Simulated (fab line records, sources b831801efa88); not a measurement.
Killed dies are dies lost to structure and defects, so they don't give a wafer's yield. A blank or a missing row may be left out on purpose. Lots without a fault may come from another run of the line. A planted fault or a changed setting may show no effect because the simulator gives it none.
fab line records | flow sky130
record lots=6 wafers=18 last_day=51
route steps=708 shown FIELD_ISO@13 PAD_OPEN@708
lots that met no fault: from a run of the same line without faults
start_h: hours from the record's first day to the start of the lot's first wafer shown | wait_h: hours since the lot's step before | " the same as in the row above | L1.1+2: a row that stands for several wafers | - no value, or no start given | * or withheld: withheld | < > ~ a bound
route shown NAME@n: a module of which the file shows steps, and the number in the route of the first | usual: mean/standard deviation of fault-free wafers | same: alike in all rows | chamber/n: place in a boat | sites: the reading at each site | _std_site: their standard deviation | _edge_site: outer sites' mean less inner sites' | radius_mm: how far each site lies from the wafer's centre | mask NAME#n: copy n | behind: the tool/chamber that last shaped the wafer | hold: why the lot was held/for how many hours/how that ended | device: the transistor (n, p or np) that didn't switch | end of line: the same wafers' tests at the end of the route | a step without rows: its recipe alone | killed: dies lost to structure and defects at the first sort, not the wafer's yield | map: a wafer's dies, x killed, . not, _ none there
set.NAME: the setting as run; set.NAME@STEP: as run at that earlier step | model.NAME: the simulator's own value behind a step, which no gauge read
lots at some steps of the route; a table a step, a row a wafer
services: from which hour (start_h, from the record's first day; less than 0 if before it) a tool's chamber was out of use, for how many hours, and why
## steps
# step SKY_FIELD_ISO_DEVELOP_12
# recipe develop_time_s=60 resist=KrF-thick dev_temp_c=21
# step SKY_FIELD_ISO_CD_MEAS_13
# recipe target_cd_nm=150
# usual cd_nm=150.2/1.6
# columns lot.wafer tool chamber start_h wait_h cd_nm
L666.3 cd_sem-01 - 55.11 - 148.3
L666.5 " - " " 150.1
L666.6 " - " " 152.2
L667.3 cd_sem-02 - 58.43 - 147.6
L667.4 " - " " 147.9
L667.5 " - " " 147.6
L671.1 cd_sem-02 - 79.94 - 150.8
L671.4 " - " " 150.8
L671.5 " - " " 150.7
L673.3 cd_sem-02 - 90.81 - 150.5
L673.4 " - " " 151.2
L673.6 " - " " 150.0
L675.1 cd_sem-01 - 100.99 - 151.4
L675.4 " - " " 149.6
L675.6 " - " " 150.1
L684.3 cd_sem-01 - 147.61 - 150.6
L684.4 " - " " 151.5
L684.5 " - " " 151.1
# step SKY_FIELD_ISO_ETCH_14
# recipe chemistry=N2/H2 target=BARC ion_energy_ev=200 source_w=500 bias_w=100 pressure_mtorr=30 n2_flow_sccm=100 h2_flow_sccm=200 stop_on=SiO2 time_s=45.9 target_depth_a=600
# usual drypump_motor_current_A=5.8/0.4 n2_flow_sccm=100.06/0.26 oes_product_au=0.854/0.0045 throttle_valve_pct=13.225/0.0086
# columns lot.wafer tool chamber start_h wait_h drypump_motor_current_A n2_flow_sccm oes_product_au rf_hours_counter_h throttle_valve_pct
L666.3 rie_diel-03 3 55.19 0.1 6.4 100.06 0.854 38 13.236
L666.5 " 3 " " 6.5 100.18 0.848 - 13.207
L666.6 " 2 " " 6.4 99.80 0.853 - 13.230
L667.3 rie_diel-01 1 58.51 0.1 6.1 99.64 0.851 155 13.215
L667.4 " 0 " " 5.8 99.66 0.851 64 13.220
L667.5 " 1 " " 6.2 99.59 0.852 - 13.215
L671.1 rie_diel-03 2 80.06 0.1 6.4 100.24 0.857 4 13.224
L671.4 " 0 " " 5.5 100.54 0.859 149 13.236
L671.5 " 0 " " 5.5 100.27 0.852 - 13.224
L673.3 rie_diel-01 1 90.89 0.1 6.1 100.17 0.864 156 13.225
L673.4 " 0 " " 5.8 99.64 0.850 65 13.220
L673.6 " 1 " " 6.1 100.50 0.854 - 13.233
L675.1 rie_diel-01 1 101.11 0.1 6.2 100.12 0.851 156 13.226
L675.4 " 3 " " 5.0 100.24 0.853 100 13.221
L675.6 " 0 " " 5.8 99.75 0.863 - 13.232
L684.3 rie_diel-03 0 147.69 0.1 5.5 100.06 0.858 150 13.209
L684.4 " 1 " " 5.9 100.21 0.858 1 13.225
L684.5 " 0 " " 5.5 100.00 0.851 - 13.216
# step SKY_FIELD_ISO_ETCH_15
# recipe chemistry=CHF3/O2 target_depth_nm=180 stop_on=Si source_w=600 bias_w=200 pressure_mtorr=40 chf3_flow_sccm=50 O2_flow_sccm=5 time_s=72
# usual drypump_motor_current_A=5.8/0.4 oes_product_au=0.942/0.0072 throttle_valve_pct=8.843/0.0094
# columns lot.wafer tool chamber start_h wait_h drypump_motor_current_A oes_product_au rf_hours_counter_h throttle_valve_pct
L666.3 rie_diel-03 3 55.23 0.0 6.4 0.940 38 8.843
L666.5 " 3 " " 6.4 0.935 - 8.843
L666.6 " 2 " " 6.4 0.939 - 8.856
L667.3 rie_diel-01 1 58.55 0.0 6.1 0.952 155 8.838
L667.4 " 0 " " 5.8 0.957 64 8.849
L667.5 " 1 " " 6.1 0.937 - 8.856
L671.1 rie_diel-03 2 80.10 0.0 6.4 0.948 4 8.827
L671.4 " 0 " " 5.5 0.944 149 8.838
L671.5 " 0 " " 5.5 0.952 - 8.851
L673.3 rie_diel-01 1 90.93 0.0 6.2 0.935 156 8.824
L673.4 " 0 " " 5.8 0.939 65 8.830
L673.6 " 1 " " 6.1 0.940 - 8.840
L675.1 rie_diel-01 1 101.15 0.0 6.1 0.937 156 8.843
L675.4 " 3 " " 4.9 0.939 100 8.849
L675.6 " 0 " " 5.8 0.948 - 8.822
L684.3 rie_diel-03 0 147.73 0.0 5.5 0.928 150 8.842
L684.4 " 1 " " 5.8 0.940 1 8.836
L684.5 " 0 " " 5.5 0.932 - 8.856
# step SKY_FIELD_ISO_STRIP_16
# recipe chemistry=O2/N2 power_w=1400 pressure_mtorr=1500 platen_temp_c=withheld o2_flow_sccm=3000 n2_flow_sccm=300 overash_fraction=0.5
# usual drypump_motor_current_A=6.0/0.36 n2_flow_sccm=300.0/0.91 oes_product_au=0.378/0.005 strip_time_to_endpoint_s=3.54/0.034
# columns lot.wafer tool chamber start_h wait_h drypump_motor_current_A n2_flow_sccm oes_product_au rf_hours_counter_h strip_time_to_endpoint_s
L666.3 plasma_asher-02 0 55.32 0.1 6.3 299.7 0.368 - 3.57
L666.5 " 1 " " 5.8 299.4 0.381 - 3.55
L666.6 " 0 " " 6.3 300.2 0.366 - 3.48
L667.3 plasma_asher-01 1 58.64 0.1 6.0 299.8 0.385 - 3.59
L667.4 " 0 " " 5.8 300.7 0.372 - 3.57
L667.5 " 0 " " 5.8 301.5 0.382 - 3.60
L671.1 plasma_asher-01 0 80.16 0.0 5.8 298.6 0.371 40 3.48
L671.4 " 0 " " 5.8 299.3 0.376 - 3.51
L671.5 " 1 " " 6.0 301.7 0.377 - 3.54
L673.3 plasma_asher-01 1 91.02 0.1 6.0 299.3 0.389 - 3.59
L673.4 " 0 " " 5.8 300.5 0.376 - 3.53
L673.6 " 1 " " 6.0 300.4 0.387 - 3.58
L675.1 plasma_asher-03 0 101.21 0.0 6.6 298.1 0.375 38 3.57
L675.4 " 0 " " 6.6 298.7 0.372 - 3.54
L675.6 " 1 " " 5.4 298.1 0.380 - 3.54
L684.3 plasma_asher-01 1 147.82 0.1 6.0 300.2 0.382 - 3.55
L684.4 " 0 " " 5.8 299.4 0.378 - 3.56
L684.5 " 0 " " 5.8 299.3 0.372 - 3.53
# step SKY_FIELD_ISO_ETCH_17
# recipe target_depth_a=3420 mask_material=Si3N4 chemistry=HBr/Cl2/O2 target=Si taper_deg=5 icp_w=600 bias_w=150 pressure_mtorr=15 HBr_flow_sccm=150 Cl2_flow_sccm=40 O2_flow_sccm=6 time_s=97.7
# usual HBr_flow_sccm=150.0/0.43 drypump_motor_current_A=5.9/0.36 mfc_cl2_sccm=40.01/0.11 oes_product_au=0.996/0.0091 throttle_valve_pct=25.659/0.011
# columns lot.wafer tool chamber start_h wait_h HBr_flow_sccm drypump_motor_current_A mfc_cl2_sccm oes_product_au rf_hours_counter_h throttle_valve_pct
L666.3 rie_si-02 2 55.39 0.0 150.1 6.2 39.99 1.000 28 25.666
L666.5 " 1 " " 149.8 6.4 39.86 0.987 - 25.657
L666.6 " 2 " " 149.6 6.2 40.04 1.000 - 25.664
L667.3 rie_si-01 1 58.71 0.0 150.4 6.2 40.19 1.003 64 25.661
L667.4 " 2 " " 150.6 5.2 40.13 1.004 3 25.656
L667.5 " 3 " " 150.0 5.8 39.97 0.992 - 25.654
L671.1 rie_si-01 2 80.26 0.1 150.5 5.3 40.12 1.004 3 25.668
L671.4 " 0 " " 149.4 5.8 39.87 1.006 108 25.648
L671.5 " 3 " " 149.8 5.8 39.85 1.000 - 25.666
L673.3 rie_si-01 2 91.09 0.0 149.2 5.2 40.16 0.998 3 25.668
L673.4 " 1 " " 149.4 6.2 40.11 0.999 64 25.662
L673.6 " 0 " " 149.8 5.8 40.00 0.998 - 25.650
L675.1 rie_si-01 0 101.31 0.1 150.1 5.8 39.84 0.991 108 25.655
L675.4 " 3 " " 149.7 5.8 40.23 0.989 114 25.656
L675.6 " 2 " " 150.1 5.2 40.01 0.991 - 25.653
L684.3 rie_si-01 3 147.89 0.0 149.6 5.8 40.04 1.003 114 25.651
L684.4 " 2 " " 149.3 5.3 39.96 1.007 4 25.657
L684.5 " 1 " " 150.2 6.2 39.81 1.017 - 25.649
# step SKY_FIELD_ISO_WET_ETCH_18
# recipe chemistry=H3PO4 target_depth_nm=25 temp_c=160 target=Si3N4 time_s=279.4
# step SKY_FIELD_ISO_CLEAN_19
# recipe chemistry=SC1/SC2 mix=1:4:20 temp_c=70 time_s=150
# step SKY_FIELD_ISO_CLEAN_20
# recipe chemistry=dHF time_s=20 dilution=100:1
# step SKY_FIELD_ISO_WET_ETCH_21
# recipe chemistry=dHF dilution=100:1 target_depth_nm=20 dry=ipa_marangoni target=SiO2 temp_c=25 time_s=400
# step SKY_FIELD_ISO_OXIDATION_22
# recipe temp_c=950 ambient=O2 stabilise_s=600 purge_s=300 target_thk_a=100 ox_time_s=623
# step SKY_FIELD_ISO_THK_MEAS_23
# recipe reads=SiO2_of_FIELD_ISO_OXIDATION_22
# usual FIELD_ISO_OXIDATION_01_THK=10.04/0.22
# columns lot.wafer tool chamber start_h wait_h FIELD_ISO_OXIDATION_01_THK[nm]
L666.3 film_metro-03 - 58.92 0.0 9.77
L666.5 " - " " 9.91
L666.6 " - " " 9.95
L667.3 film_metro-04 - 60.24 0.0 9.89
L667.4 " - " " 10.09
L667.5 " - " " 10.06
L671.1 film_metro-01 - 82.53 0.0 9.68
L671.4 " - " " 9.73
L671.5 " - " " 9.77
L673.3 film_metro-01 - 93.06 0.0 10.24
L673.4 " - " " 10.01
L673.6 " - " " 10.06
L675.1 film_metro-04 - 102.82 0.0 10.31
L675.4 " - " " 10.58
L675.6 " - " " 10.47
L684.3 film_metro-03 - 149.42 0.0 10.14
L684.4 " - " " 10.01
L684.5 " - " " 9.95
# step SKY_FIELD_ISO_CVD_24
# recipe material=SiO2 target_thk_nm=595 temp_c=650 sigma_open_frac=0.3 time_s=99.2 sih4_flow_sccm=60 pressure_mtorr=6
# usual pressure_mtorr=5.998/0.014
# columns lot.wafer tool chamber start_h wait_h pressure_mtorr
L666.3 hdpcvd-02 1 58.96 0.0 6.025
L666.5 " 2 " " 5.982
L666.6 " 0 " " 5.989
L667.3 hdpcvd-02 0 60.28 0.0 4.806
L667.4 " 0 " " 4.799
L667.5 " 2 " " 4.805
L671.1 hdpcvd-02 0 82.59 0.1 4.813
L671.4 " 0 " " 4.793
L671.5 " 2 " " 4.788
L673.3 hdpcvd-01 1 93.10 0.0 5.997
L673.4 " 0 " " 5.993
L673.6 " 2 " " 6.017
L675.1 hdpcvd-01 0 102.88 0.1 5.984
L675.4 " 1 " " 5.981
L675.6 " 2 " " 5.996
L684.3 hdpcvd-01 2 149.46 0.0 5.996
L684.4 " 2 " " 5.983
L684.5 " 0 " " 6.004
# step SKY_FIELD_ISO_THK_MEAS_25
# recipe reads=SiO2_of_FIELD_ISO_CVD_24
# usual FIELD_ISO_CVD_24_THK=592/6.1
# columns lot.wafer tool chamber start_h wait_h FIELD_ISO_CVD_24_THK[nm]
L666.3 film_metro-01 - 59.05 0.1 585
L666.5 " - " " 588
L666.6 " - " " 591
L667.3 film_metro-01 - 60.38 0.1 592
L667.4 " - " " 598
L667.5 " - " " 597
L671.1 film_metro-03 - 82.66 0.0 587
L671.4 " - " " 591
L671.5 " - " " 585
L673.3 film_metro-03 - 93.19 0.1 590
L673.4 " - " " 589
L673.6 " - " " 586
L675.1 film_metro-03 - 102.96 0.0 594
L675.4 " - " " 590
L675.6 " - " " 592
L684.3 film_metro-03 - 149.55 0.1 594
L684.4 " - " " 598
L684.5 " - " " 591
# step SKY_PAD_OPEN_PROBE_99
# usual killed_at_M0_to_M3=43/6.8 killed_at_M4_up=3.1/1.8 killed_at_contacts=25/5.8 killed_at_front_end=15/4.2 killed_at_other=0.3/0.5 killed_dies=87/9.7 killed_open=47/7.3 killed_short=39/6.6
# same gross_dies=492 killed_at_back_side=0
# columns lot.wafer tool chamber start_h wait_h killed_at_M0_to_M3 killed_at_M4_up killed_at_contacts killed_at_front_end killed_at_other killed_dies killed_open killed_short
L673.3 prober-02 - 1155.66 0.2 40 5 31 11 0 87 44 43
L673.4 prober-02 - 1155.71 0.2 48 3 32 13 0 96 49 47
L673.6 prober-02 - 1155.81 0.2 56 3 31 15 0 105 53 52
L675.1 prober-02 - 1163.55 0.1 47 2 25 19 0 93 60 33
L675.4 prober-02 - 1163.70 0.2 45 3 23 15 0 86 43 43
L675.6 prober-02 - 1163.80 0.2 44 1 12 28 0 85 50 35
L684.3 prober-02 - 1214.76 0.2 42 2 31 13 0 88 51 37
L684.4 prober-02 - 1214.81 0.2 35 2 28 14 0 79 41 38
L684.5 prober-02 - 1214.86 0.2 40 4 28 19 1 92 48 44
# killed by level:class
L673.3 CONTACT:geometric_particle:open=9 METAL2:geometric_particle:short=8 LI_CONTACT:geometric_particle:open=8 VIA1:geometric_particle:open=7 METAL1:geometric_particle:short=6 LI_CONTACT:geometric_particle:short=5 CONTACT:geometric_particle:short=5 POLY_GATE:geometric_particle:open=4
L673.4 VIA1:geometric_particle:open=12 CONTACT:geometric_particle:short=10 LI_CONTACT:geometric_particle:open=8 VIA2:geometric_particle:open=6 METAL1:geometric_particle:short=6 VIA3:geometric_particle:open=6 METAL2:geometric_particle:short=5 LI_CONTACT:geometric_particle:short=5
L673.6 VIA1:geometric_particle:open=15 VIA3:geometric_particle:open=11 CONTACT:geometric_particle:open=9 METAL2:geometric_particle:short=9 LI_CONTACT:geometric_particle:short=6 LI_CONTACT:geometric_particle:open=6 VIA1:geometric_particle:short=6 VIA2:geometric_particle:open=6
L675.1 VIA1:geometric_particle:open=12 VIA2:geometric_particle:open=11 VIA3:geometric_particle:open=10 LI_CONTACT:geometric_particle:open=9 CONTACT:geometric_particle:open=8 LOCAL_INTERCONNECT:geometric_particle:short=7 FIELD_ISO:geometric_particle:short=6 POLY_GATE:geometric_particle:short=5
L675.4 VIA1:geometric_particle:short=8 VIA1:geometric_particle:open=7 VIA3:geometric_particle:open=7 POLY_GATE:geometric_particle:short=6 LI_CONTACT:geometric_particle:open=6 LOCAL_INTERCONNECT:geometric_particle:short=5 CONTACT:geometric_particle:open=5 CONTACT:geometric_particle:short=5
L675.6 FIELD_ISO:geometric_particle:short=8 VIA1:geometric_particle:open=8 VIA2:geometric_particle:open=8 VIA3:geometric_particle:open=8 FIELD_ISO:geometric_particle:open=7 POLY_GATE:geometric_particle:short=6 POLY_GATE:geometric_particle:open=5 METAL2:geometric_particle:short=5
L684.3 CONTACT:geometric_particle:open=14 VIA3:geometric_particle:open=11 LI_CONTACT:geometric_particle:open=6 CONTACT:geometric_particle:short=6 VIA1:geometric_particle:open=6 FIELD_ISO:geometric_particle:open=5 VIA1:geometric_particle:short=5 VIA2:geometric_particle:open=5
L684.4 CONTACT:geometric_particle:open=9 LOCAL_INTERCONNECT:geometric_particle:short=8 VIA1:geometric_particle:short=6 VIA2:geometric_particle:open=6 VIA1:geometric_particle:open=5 VIA3:geometric_particle:open=5 POLY_GATE:geometric_particle:open=4 LI_CONTACT:geometric_particle:open=4
L684.5 CONTACT:geometric_particle:open=11 FIELD_ISO:geometric_particle:short=10 VIA1:geometric_particle:open=8 LI_CONTACT:geometric_particle:open=6 FIELD_ISO:geometric_particle:open=5 LOCAL_INTERCONNECT:geometric_particle:short=5 CONTACT:geometric_particle:short=5 VIA2:geometric_particle:open=5
## services
# columns tool chamber start_h hours kind
plasma_asher-02 - 49.90 0.3 repair
rie_diel-03 2 59.01 2.3 repair
plasma_asher-01 - 62.78 9.9 repair
hdpcvd-02 - 66.75 15.0 pm
hdpcvd-02 0 66.75 15.0 vent_cycle
hdpcvd-02 1 66.75 15.0 vent_cycle
hdpcvd-02 2 66.75 15.0 vent_cycle
plasma_asher-02 - 66.84 2.1 repair
hdpcvd-02 0 81.75 - clean
hdpcvd-02 1 81.75 - clean
hdpcvd-02 2 81.75 - clean
plasma_asher-02 - 108.75 9.0 pm
plasma_asher-02 0 108.75 9.0 vent_cycle
plasma_asher-02 1 108.75 9.0 vent_cycle
plasma_asher-02 0 117.75 - clean
plasma_asher-02 1 117.75 - clean
plasma_asher-03 - 119.25 4.6 pm
hdpcvd-02 1 120.51 1.9 repair
rie_si-02 0 132.08 3.1 repair
rie_diel-01 1 140.03 1.5 repair
rie_diel-01 1 141.58 - clean
rie_diel-01 1 141.58 20.1 scheduled_down
rie_diel-01 1 141.58 20.1 vent_cycle
## key
first_sign step=SKY_FIELD_ISO_CVD_24 reading=pressure_mtorr direction=down sigmas=88 usual=5.998 struck=4.801
effect none on later readings
met_at SKY_FIELD_ISO_CVD_24
struck_wafers L667.3,L667.4,L667.5,L671.1,L671.4,L671.5
tester_left_out L667,L671
onset_between 58.96 60.28
fault kind=process_parameter_drift tool=hdpcvd-02 chamber=- onset_h=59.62 steps=SKY_FIELD_ISO_CVD_24 channel=pressure_mtorr offset=-1.2 shape=step end_h=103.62 acts_in=these_recipes_only stated=6
# tester_left_out: of these lots the tester's yield and bins aren't shown, on N5 and GAA mostly nor the transistor test; their killed dies are dies lost to structure and defects alone, not to doping, threshold or leakage, so they don't give the yield
